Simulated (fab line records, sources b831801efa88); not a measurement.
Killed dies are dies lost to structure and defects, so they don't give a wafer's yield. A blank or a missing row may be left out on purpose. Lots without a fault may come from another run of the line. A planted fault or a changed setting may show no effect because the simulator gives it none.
Problem report in the 8D (eight disciplines) form, filled by code | flow sky130 | the parts of the form that need people (team, actions taken, sign-off) are left out

1. THE PROBLEM
RES_XHIGH_TW at SKY_RES_XHIGH_TW_MEAS_09 reads a mean of 1615 on 3 wafers of 2 lots; wafers without a fault read 1659 with a standard deviation of 7.3. That is -6.0 standard deviations from the usual mean.
First seen on wafer L850.6, day 30 11:59, on film_metro-01. The record holds 33 wafers of 11 lots with a number at this step. Rule for "out", or "out of limits": more than 4 standard deviations from the usual mean. The other wafers with a number count as sound.

2. WHAT IT IS AND WHAT IT IS NOT
question                    | is                           | is not
which readings at this step | RES_XHIGH_TW                 | -
which lots                  | L850, L852                   | L838, L839, L841, L843, L844, L849, L856, L858, L861
which wafers of those lots  | L850.6, L852.4, L852.6       | L850.1, L850.5, L852.1
read on which gauges        | film_metro-01, film_metro-04 | film_metro-03
when                        | from day 30 11:59            | up to then (20 sound wafers); but 10 sound wafers of L852, L856, L858, L861 came after

3. SUSPECTS, AND WHAT RULES EACH OUT
Counting: a tool at a process step up to the reading stays a suspect if it ran every lot that is out. Sound lots after the first of them don't rule it out here, since some wafers of a struck lot are sound.
- the gauge at SKY_RES_XHIGH_TW_MEAS_09: ruled out. The wafers that are out were read on 2 gauges (film_metro-01, film_metro-04).
- rie_diel-01 at SKY_POLY_CUT_ETCH_10 (etches BARC in N2/H2, stops on SiO2, time 45.9 s, target depth 60 nm): kept. It ran every lot that is out, first L850 (day 28 03:29); its last sound lot up to then is L839 (day 25 07:11).
- implanter-03 at SKY_RES_XHIGH_IMPLANT_07: kept. It ran every lot that is out, first L850 (day 30 11:44); its last sound lot up to then is L849 (day 30 03:40).
- Within rie_diel-01 at SKY_POLY_CUT_ETCH_10: the wafers that are out ran in chambers 0, 3; their sound lot-mates ran in chambers 1, 2.
Left after counting: rie_diel-01 at SKY_POLY_CUT_ETCH_10, implanter-03 at SKY_RES_XHIGH_IMPLANT_07.

4. THE CAUSE (what the simulator had put in)
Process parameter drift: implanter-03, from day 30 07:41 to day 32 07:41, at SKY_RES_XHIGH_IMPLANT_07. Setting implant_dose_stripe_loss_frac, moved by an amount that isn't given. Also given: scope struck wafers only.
Counting left 2 suspects, and this tool is among them.

5. THE CHAIN OF EFFECTS, in route order
Each row: a reading whose mean over the struck wafers that have a number lies more than 3 standard deviations from the usual. Only readings for which the record gives a usual standard deviation are gone through. hours: the time from each lot's start at the first step in this table that gives one to its start at this step, as a median over the lots. sigmas: the change in usual standard deviations.
hours | step                     | reading      | usual        | on struck wafers | change | sigmas
0     | SKY_RES_XHIGH_TW_MEAS_09 | RES_XHIGH_TW | 1659         | 1615             | -44    | -6.0
28    | SKY_SD_N_RS_MEAS_18      | RES_XHIGH_RS | 333.3 ohm/sq | 356.9            | +23.6  | +21
Later measuring or inspecting steps at which every struck wafer that the step has a row for has a number for every such reading, and none has moved that far: SKY_SD_N_RS_MEAS_17.

6. WHAT WOULD HAVE CAUGHT IT SOONER
In this record the first reading out of limits at a measuring or inspecting step was taken at day 30 11:59, 4 hours after the fault began at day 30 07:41.
Of the tool readings at SKY_RES_XHIGH_IMPLANT_07 for which the record gives a usual standard deviation, none was out on any struck wafer, so an alarm limit of 4 standard deviations on them would not have fired.
Of the lots that are out (2), L852 began SKY_RES_XHIGH_IMPLANT_07 on implanter-03 after day 30 11:59. A hold on the tool at that time would have spared it.
